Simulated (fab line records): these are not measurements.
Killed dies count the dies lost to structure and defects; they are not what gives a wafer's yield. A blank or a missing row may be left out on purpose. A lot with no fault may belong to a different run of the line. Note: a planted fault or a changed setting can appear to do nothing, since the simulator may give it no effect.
Chamber matching	flow sky130	4 sister chambers for SKY_FIELD_ISO_CMP_27 on cmp-01
The step polishes, stops on Si3N4, t overpolish 16 s, target thk 457.8 nm. 4 wafers are shown with their chamber, then 8 later ones without.

## WAFERS WITH THEIR CHAMBER
wafer	chamber	motorCurrentA (A)
L770.4	1	13.0
L774.4	2	13.2
L774.5	3	12.1
L775.1	0	13.6

## WAFERS WITH NO CHAMBER GIVEN
wafer	motorCurrentA (A)
L775.3	11.7
L775.6	12.8
L778.1	13.3
L778.4	12.3
L778.5	12.9
L784.3	11.9
L784.4	13.2
L784.5	13.1

## EACH ONE'S CHAMBER
wafer	from the rows above	in truth
L775.3	3	3
L775.6	can't be placed: 1 or 2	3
L778.1	can't be placed: 2 or 0 or 1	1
L778.4	3	3
L778.5	can't be placed: 1 or 2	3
L784.3	3	3
L784.4	can't be placed: 2 or 1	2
L784.5	can't be placed: 1 or 2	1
Correctly placed: 3 of 8. Can't be placed from these rows: 5 (the true chamber is among the candidates in 3). Placed wrongly: 0.
How it was worked out, from the rows above alone: a wafer's distance from a chamber is the root of the sum, over the readings, of the square of ((its reading less the chamber's mean) divided by the reading's scatter). If the next closest chamber is less than 2 further off than the closest, the wafer can't be placed; otherwise it belongs to the closest. For every chamber, the mean is computed from those of its wafers that are shown. The scatter: with one shown wafer a chamber, the root of the mean of the squares of how far each hidden wafer lies from its nearest shown one.
